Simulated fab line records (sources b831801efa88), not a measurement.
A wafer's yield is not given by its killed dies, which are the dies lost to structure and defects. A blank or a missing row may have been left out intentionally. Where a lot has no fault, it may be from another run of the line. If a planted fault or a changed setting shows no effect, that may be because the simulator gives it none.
A lot that was struck, set against a sound lot	flow sky130	21 out of 708 route steps
Sound: these wafers, L831.2, L831.5, L831.6. Struck: wafers L834.2, L834.3 (left out: L834.4, a lot-mate that was not struck); the cause follows at the end.
At each step with rows: each side's tool, then ch and its chambers, then its first start. Under that, the readings that differ: sound wafers	struck wafers	difference of the means	sigmas: that difference in standard deviations of wafers without a fault.
alike: words and numbers the same on both sides, and readings whose means are apart by under 2 such deviations; not compared: readings that were withheld, readings missing a value for some wafer, numbers with overlapping values and no deviation given by the record, and bounds like >300 which may hide the same value.
Wherever a step has rows on one side only, a row that says differs or no value, or a row with sigmas, the two part there. Numbers that have no deviation but don't overlap get no sigmas and don't part them. A reading missing from all wafers of one side parts the sides only when that side holds two or more wafers.

first, 4 steps without rows for these wafers: SKY_METAL2_STRIP_21 (strips in post etch residue remover, time 1200 s); SKY_METAL2_CLEAN_22 (cleans in IPA, time 180 s); SKY_METAL2_CLEAN_23 (cleans in O3/DIW); SKY_VIA2_HDPCVD_00 (deposits SiO2, target thk 1180 nm, time 196.7 s).
SKY_VIA2_THK_MEAS_01:
  sound on film_metro-01, day 35 01:55; struck on film_metro-02, day 36 01:55
  alike: VIA2_HDPCVD_THK
SKY_VIA2_CMP_02: polishes SiO2.
  sound on cmp-02 ch 0,3, day 35 02:32; struck on cmp-01 ch 0,2, day 36 02:04
  alike: motor_current_A
SKY_VIA2_BOW_MEAS_03:
  sound on film_metro-04, day 35 02:49; struck on film_metro-02, day 36 02:20
  alike: VIA2_BOW
then, 5 steps without rows for these wafers: SKY_VIA2_DEHYDRATE_04 (time 60 s); SKY_VIA2_HMDS_05 (prime time 60 s); SKY_VIA2_COAT_06 (resist thk 60 nm); SKY_VIA2_COAT_07 (resist thk 450 nm); SKY_VIA2_SOFTBAKE_08 (time 90 s).
SKY_VIA2_EXPOSE_09: exposes mask VIM2, target cd 200 nm.
  sound on krf_scanner-01 ch 0, day 35 16:06; struck on krf_scanner-02 ch 0, day 36 15:03
  alike: mask, exposure_dose_mJ_cm2, focus_offset_nm
then, 2 steps without rows for these wafers: SKY_VIA2_PEB_10; SKY_VIA2_DEVELOP_11 (develop time 60 s).
SKY_VIA2_CD_MEAS_12: the cd target is 200 nm.
  sound on cd_sem-02, day 36 04:57; struck on cd_sem-01, day 37 04:34
reading	sound	struck	difference	sigmas
cd_nm (nm)	201.6 202.8 201.4	189.5 190.0	-12.2	-8
SKY_VIA2_OVL_MEAS_13:
  sound on overlay-01, day 36 05:04; struck on overlay-01, day 37 04:41
  alike: VIA2_OVL
SKY_VIA2_ETCH_14: etches BARC in N2/H2, stops on SiO2, time 45.9 s, target depth 60 nm.
  sound on rie_diel-03 ch 0,1, day 36 05:05; struck on rie_diel-01 ch 0,3, day 37 04:43
reading	sound	struck	difference	sigmas
model.VIA2.cd_nm (nm)	201.7 202.7 201.9	189 188.5	-13	
  alike: drypump_motor_current_A, oes_product_au, throttle_valve_pct
  not compared: rf_hours_counter_h
SKY_VIA2_ETCH_15: etches SiO2 in C4F8/O2/Ar, stops on TiN, target depth 546 nm, time 84 s.
  sound on rie_diel-03 ch 0,1, day 36 05:08; struck on rie_diel-01 ch 0,3, day 37 04:45
reading	sound	struck	difference	sigmas
model.VIA2.cd_nm (nm)	203.7 205.6 199.4	186.9 192.8	-13.0	
  alike: oes_product_au
  not compared: rf_hours_counter_h
SKY_VIA2_STRIP_16: strips in O2/N2.
  sound on plasma_asher-01 ch 0,1, day 36 05:11; struck on plasma_asher-02 ch 0, day 37 04:49
  alike: drypump_motor_current_A, oes_product_au, strip_time_to_endpoint_s
  not compared: rf_hours_counter_h
-- the record jumps here: 9 days lie between the struck wafers' starts before and after (it left off in module VIA2 and takes up again in module PAD_OPEN, whose first step shown is number 708 of the route) --
SKY_PAD_OPEN_PROBE_99:
  sound on prober-02, day 45 17:05; struck on prober-01, day 46 11:07
reading	sound	struck	difference	sigmas
killed_at_M0_to_M3	42 34 44	55 57	+16	+2
model.etest.via2_chain.rc_ohm	9.732 9.766 10.26	11.48 11.22	+1.43	
  alike: defect_limited_yield, killed_at_M4_up, killed_at_contacts, killed_at_front_end, killed_at_other, killed_dies, killed_on_rim, killed_open, killed_short, sort_bin_3_pad_short, sort_bin_5_function, sort_bin_6_memory, sort_n_pass, sort_yield_pct

## WHERE THEY PART
Earliest at SKY_VIA2_CD_MEAS_12; latest, in this record, at SKY_PAD_OPEN_PROBE_99.

WHY: whatever the simulator had introduced
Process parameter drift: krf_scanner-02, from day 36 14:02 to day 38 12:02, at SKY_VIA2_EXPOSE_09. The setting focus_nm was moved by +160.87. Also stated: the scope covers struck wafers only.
